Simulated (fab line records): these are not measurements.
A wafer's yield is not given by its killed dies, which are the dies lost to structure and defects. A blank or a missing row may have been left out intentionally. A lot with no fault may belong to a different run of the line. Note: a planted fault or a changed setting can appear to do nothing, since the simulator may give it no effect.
Which tool is to blame? ; flow gf180mcu ; 14 lots, 42 wafers sampled, at 4 steps of a route of 602

== WHAT THE GAUGES SHOWED, per wafer ==
GF_M3_CD_MEAS_14: target cd 280 nm. Usual: cd_nm reads 279.8 nm (standard deviation 1.4).
lot;measured;on;cd_nm (nm);flag
L964;day 22 06:33;cd_sem-02;279.6 280.1 279.9;
L965;day 22 13:18;cd_sem-02;276.0 276.4 275.9;
L966;day 22 18:33;cd_sem-02;279.0 280.0 280.6;
L967;day 23 16:31;cd_sem-02;280.2 280.2 280.2;
L968;day 24 03:17;cd_sem-02;278.5 278.7 278.4;
L971;day 24 17:41;cd_sem-02;279.5 281.0 281.5;
L972;day 25 11:27;cd_sem-01;279.8 280.8 280.7;
L973;day 25 17:22;cd_sem-01;280.1 280.3 281.8;
L976;day 26 06:29;cd_sem-02;278.3 279.3 280.2;
L978;day 27 05:20;cd_sem-01;280.0 280.5 280.7;
L977;day 27 06:26;cd_sem-01;279.8 278.3 278.2;
L982;day 28 07:17;cd_sem-01;280.3 280.7 280.0;
L984;day 28 15:20;cd_sem-01;280.1 279.5 279.6;
L985;day 28 21:50;cd_sem-01;277.6 279.1 278.5;

GF_V3_THK_MEAS_03. Usual: V3_CVD_02_THK 848 nm, standard deviation 9.7.
lot;measured;on;V3_CVD_02_THK (nm);flag
L964;day 22 07:33;film_metro-03;853 853 858;
L965;day 22 14:25;film_metro-04;852 839 847;
L966;day 22 19:33;film_metro-03;831 855 850;
L967;day 23 17:38;film_metro-03;840 862 865;
L968;day 24 04:25;film_metro-04;847 852 869;
L971;day 24 18:40;film_metro-04;851 863 853;
L972;day 25 12:29;film_metro-03;826 843 848;
L973;day 25 18:24;film_metro-01;835 849 849;
L976;day 26 07:28;film_metro-04;833 859 856;
L978;day 27 06:20;film_metro-03;835 849 849;
L977;day 27 07:27;film_metro-03;850 862 867;
L982;day 28 08:18;film_metro-04;848 838 859;
L984;day 28 16:22;film_metro-01;846 838 861;
L985;day 28 22:55;film_metro-04;847 836 851;

GF_V3_CD_MEAS_14: target cd 260 nm. Usual: cd_nm reads 259.9 nm (standard deviation 0.96).
lot;measured;on;cd_nm (nm);flag
L964;day 23 07:01;cd_sem-02;259.3 260.7 259.3;
L965;day 23 13:35;cd_sem-02;259.0 258.7 258.8;
L966;day 23 18:30;cd_sem-01;259.9 259.8 261.8;
L967;day 24 15:48;cd_sem-02;260.4 259.4 260.8;
L968;day 25 02:24;cd_sem-01;259.6 259.6 259.3;
L971;day 25 16:26;cd_sem-02;258.5 259.5 259.5;
L972;day 26 09:34;cd_sem-02;258.1 259.3 258.7;
L973;day 26 15:53;cd_sem-02;260.3 260.9 260.3;
L976;day 27 04:32;cd_sem-01;262.1 260.4 260.3;
L978;day 28 02:29;cd_sem-01;259.4 259.0 259.3;
L977;day 28 03:47;cd_sem-01;260.3 261.3 261.1;
L982;day 29 03:17;cd_sem-01;260.4 259.1 261.3;
L984;day 29 12:11;cd_sem-01;259.1 258.8 258.6;
L985;day 29 18:23;cd_sem-01;259.7 259.9 259.9;

== TOOL THAT RAN EACH LOT (tool first, then ch and the chambers of the sampled wafers, then the start) ==
lot;GF_V3_DEVELOP_13
L964;litho_track-03 ch 0, day 23 06:52
L965;litho_track-04 ch 0, day 23 13:26
L966;litho_track-01 ch 0, day 23 18:21
L967;litho_track-03 ch 0, day 24 15:40
L968;litho_track-04 ch 0, day 25 02:16
L971;litho_track-01 ch 0, day 25 16:18
L972;litho_track-03 ch 0, day 26 09:25
L973;litho_track-03 ch 0, day 26 15:44
L976;litho_track-03 ch 0, day 27 04:19
L978;litho_track-03 ch 0, day 28 02:20
L977;litho_track-01 ch 0, day 28 03:38
L982;litho_track-01 ch 0, day 29 03:08
L984;litho_track-01 ch 0, day 29 12:02
L985;litho_track-04 ch 0, day 29 18:14
- GF_V3_DEVELOP_13: develop time 60 s.

== AS READ BY THE TOOLS THEMSELVES (means over the sampled wafers that have a number; for cases with no such wafer, the mark the record gives instead) ==
GF_V3_DEVELOP_13. Usual: developer_temp_C reads 21.00 C (standard deviation 0.11).
lot;tool;developer_temp_C (C);flag
L964;litho_track-03;21.10;
L965;litho_track-04;20.87;
L966;litho_track-01;21.10;
L967;litho_track-03;20.94;
L968;litho_track-04;20.92;
L971;litho_track-01;21.01;
L972;litho_track-03;21.11;
L973;litho_track-03;21.07;
L976;litho_track-03;20.17;OFF
L978;litho_track-03;20.04;OFF
L977;litho_track-01;21.03;
L982;litho_track-01;20.94;
L984;litho_track-01;21.00;
L985;litho_track-04;20.98;

== THE ANSWER, worked out from the rows above alone ==
Rule: lot off if the mean of its wafers having a number is beyond 3 standard deviations from the usual mean. A lot without any number at a reading at which 4 lots or more have one is off too. Where the step has rows for the other lots, those lots are counted as sound. First the gauges in route order, then the tools' own readings, where a lot's mean is used as printed above. At the first step where some lot is off, the reading lying furthest off is the one used; lots without a number count as furthest.
Off, at GF_V3_DEVELOP_13 on developer_temp_C: L976, L978.
If a tool, at that step or one of the process steps before it, ran each lot that is off and ran no sound lot following the first of them, it fits. One candidate fits, namely litho_track-03 at GF_V3_DEVELOP_13. Its last sound lot is L973 (day 26 15:44), its first lot that is off L976 (day 27 04:19): a fault that began between those two fits.
On the lots that are off, the tool's own readings at GF_V3_DEVELOP_13 differ by more than 5 times the standard deviation of the sound lots' means, which bears it out; developer_temp_C reads 20.11 C there versus 21.01 C on the sound lots.

== WHAT WAS PUT IN BY THE SIMULATOR ==
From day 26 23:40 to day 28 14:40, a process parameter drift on litho_track-03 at GF_V3_DEVELOP_13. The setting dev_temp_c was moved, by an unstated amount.
Lots struck among those shown: L976, L978. The same result came from the rule above.
